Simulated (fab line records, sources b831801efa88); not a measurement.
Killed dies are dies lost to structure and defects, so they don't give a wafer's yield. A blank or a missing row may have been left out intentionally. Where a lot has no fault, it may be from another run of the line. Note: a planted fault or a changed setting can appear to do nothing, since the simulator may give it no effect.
The tool behind it: which one? / flow gf180mcu / 16 wafers from 6 lots sampled at 3 of the route's 602 steps

== WHAT THE GAUGES READ, wafer by wafer ==
GF_DNWELL_TW_MEAS_09.
lot=L197; measured=day 2 23:49; on=filmMetro-04; DNWELL_TW=1357 1353 1355
lot=L200; measured=day 3 16:45; on=filmMetro-01; DNWELL_TW=1362 1515
lot=L208; measured=day 5 09:42; on=filmMetro-03; DNWELL_TW=1528 1371
lot=L210; measured=day 5 21:45; on=filmMetro-04; DNWELL_TW=1361 1361 1351
lot=L213; measured=day 6 12:14; on=filmMetro-03; DNWELL_TW=1355 1354 1345
lot=L215; measured=day 6 23:51; on=filmMetro-04; DNWELL_TW=1365 1361 1363

== TOOL THAT RAN EACH LOT (tool first, then ch and the chambers of the sampled wafers, then the start) ==
lot=L197; GF_STI_CMP_25=cmp-01 ch 0,2,3, day 2 08:44; GF_DNWELL_IMPLANT_07=implanter-01 ch 0, day 2 23:35
lot=L200; GF_STI_CMP_25=cmp-01 ch 0,2, day 3 00:40; GF_DNWELL_IMPLANT_07=implanter-01 ch 0, day 3 16:31
lot=L208; GF_STI_CMP_25=cmp-01 ch 2,3, day 4 17:18; GF_DNWELL_IMPLANT_07=implanter-01 ch 0, day 5 09:27
lot=L210; GF_STI_CMP_25=cmp-02 ch 0,1,3, day 5 05:28; GF_DNWELL_IMPLANT_07=implanter-02 ch 0, day 5 21:30
lot=L213; GF_STI_CMP_25=cmp-02 ch 0,3, day 5 18:41; GF_DNWELL_IMPLANT_07=implanter-02 ch 0, day 6 11:59
lot=L215; GF_STI_CMP_25=cmp-02 ch 1,2,3, day 6 06:20; GF_DNWELL_IMPLANT_07=implanter-04 ch 0, day 6 23:37
- GF_STI_CMP_25: polishes, stops on Si3N4, t overpolish 33 s, target thk 524.6 nm.
- GF_DNWELL_IMPLANT_07

== THE ANSWER, worked out from the rows above alone ==
Rule: what is usual is taken from the lots themselves. Put in order of their means at a reading, lots are off if they are a third of the lots or fewer, leave a main group of 4 or more, and stand apart from it by a gap of 3 or more times the standard deviation of the main group's means; of several such gaps the widest counts. A main group is skipped when, at the precision printed for the reading in the tables above, its means are all equal. Also off: a lot with no number at a reading for which 4 or more lots have one. All remaining lots with rows at the step are treated as sound.
Off: L200, L208, at GF_DNWELL_TW_MEAS_09 (DNWELL_TW). The main group has a mean of 1357 with a standard deviation of 4.3.
A tool fits if, at a process step before that reading, it ran every lot that is off, and no sound lot after the first of them. Gauges at GF_DNWELL_TW_MEAS_09: tried the same way as those tools. 2 tools fit, cmp-01 at GF_STI_CMP_25 and implanter-01 at GF_DNWELL_IMPLANT_07, so this cannot tell which one it is.

== WHAT THE SIMULATOR HAD INSERTED ==
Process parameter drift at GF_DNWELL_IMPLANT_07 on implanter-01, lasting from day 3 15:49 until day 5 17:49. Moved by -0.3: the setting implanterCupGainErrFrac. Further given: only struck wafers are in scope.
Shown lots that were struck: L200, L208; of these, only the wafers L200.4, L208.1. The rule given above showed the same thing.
